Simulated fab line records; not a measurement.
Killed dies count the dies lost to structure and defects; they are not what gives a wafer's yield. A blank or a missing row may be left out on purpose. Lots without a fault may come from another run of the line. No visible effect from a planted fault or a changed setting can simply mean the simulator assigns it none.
A struck lot beside a sound one :: flow gf180mcu :: 16 steps out of a route of 602
Sound: the wafers L362.1, L362.4, L362.5. Struck: wafer L372.6 (left out: L372.3, L372.5 of the same lot, which were not struck); the cause appears at the end.
Per side, at each step with rows, come the tool, then ch with its chambers, and then its first start. Under that, the readings that differ: sound wafers :: struck wafers :: difference of the means :: sigmas: that difference in standard deviations of wafers without a fault.
alike: readings with means less than 2 such deviations apart, plus words and numbers identical on both sides. not compared: withheld readings, readings lacking a value on some wafer, bounds such as >300 that could conceal the same value, and numbers that have no deviation in the record and whose values overlap.
A row with sigmas, a row that says differs or no value, or rows on one side alone: a step with any of these is where the two part. Non-overlapping numbers with no deviation appear without sigmas and do not part them. Lack of a reading on every wafer of one side parts them only where that side has two or more wafers.

first, 6 steps without rows for these wafers: GF_M4_HMDS_08 (prime time 60 s); GF_M4_COAT_09 (resist thk 1000 nm); GF_M4_SOFTBAKE_10 (time 60 s); GF_M4_EXPOSE_11 (exposes mask Metal4, target cd 280 nm); GF_M4_PEB_12 (peb time 90 s); GF_M4_DEVELOP_13 (develop time 60 s).
GF_M4_CD_MEAS_14: the cd target is 280 nm.
  struck on cdSem-01, day 29 11:07; sound on cdSem-01, day 26 14:44
reading: cdNm (nm)
sound: 282.1 282.7 282.7
struck: 278.5
difference: -4.0
sigmas: -4
GF_M4_OVL_MEAS_15:
  struck on overlay-02, day 29 11:12; sound on overlay-02, day 26 14:51
  alike: M4_OVL
GF_M4_METAL_ETCH_16: etches the open film in Cl2/BCl3, stops on SiO2, target depth 750.8 nm, time 125.1 s.
  sound on rieMetal-03 ch 0,1, day 26 14:53; struck on rieMetal-04 ch 1, day 29 11:16
  alike: biasW, drypumpMotorCurrentA, heBacksideLeakSccm, oesProductAu, rfFwdPowerW, throttleValvePct
  not compared: rfHoursCounterH
GF_M4_STRIP_17: strips in O2/N2.
  sound on plasmaAsher-04 ch 0,1, day 26 15:01; struck on plasmaAsher-04 ch 0, day 29 11:23
  alike: drypumpMotorCurrentA, heaterPowerW, oesProductAu, stripTimeToEndpointS
  not compared: rfHoursCounterH
then, 2 steps without rows for these wafers: GF_M4_STRIP_18 (strips in post etch residue remover, time 1200 s); GF_M4_CLEAN_19 (cleans in DIW).
GF_V4_CVD_00: deposits SiO2, target thk 600 nm, time 100 s.
  sound on hdpcvd-01 ch 1,2, day 26 15:33; struck on hdpcvd-02 ch 0, day 29 11:53
reading: sih4FlowSccm (sccm)
sound: 60.22 59.99 60.38
struck: 51.05
difference: -9.15
sigmas: -54

reading: model.SiO2_of_V4_CVD_00.thkNm (nm)
sound: 599.4 602.3 602.5
struck: 517.8
difference: -83.6
sigmas: 
GF_V4_THK_MEAS_01:
  struck on filmMetro-01, day 29 11:59; sound on filmMetro-03, day 26 15:37
reading: V4_CVD_00_THK (nm)
sound: 599 602 602
struck: 518
difference: -83
sigmas: -14
GF_V4_CVD_02: deposits SiO2 from TEOS, target thk 850 nm, time 94.851 s.
  sound on pecvd-03 ch 0,1, day 26 15:41; struck on pecvd-03 ch 0, day 29 12:01
  alike: heaterPowerW, rfFwdPowerW
-- the record jumps here: 5 days lie between the struck wafers' starts before and after (it left off in module V4 and takes up again in module PASSIVATION, whose first step shown is number 602 of the route) --
GF_PASSIVATION_PROBE_99:
  the record has rows for the struck wafers here (prober-01, day 34 04:07) and none for the sound ones

## WHERE THEY PART
Last at GF_PASSIVATION_PROBE_99 as far as this record goes, first at GF_M4_CD_MEAS_14.

WHY: what had been put in by the simulator
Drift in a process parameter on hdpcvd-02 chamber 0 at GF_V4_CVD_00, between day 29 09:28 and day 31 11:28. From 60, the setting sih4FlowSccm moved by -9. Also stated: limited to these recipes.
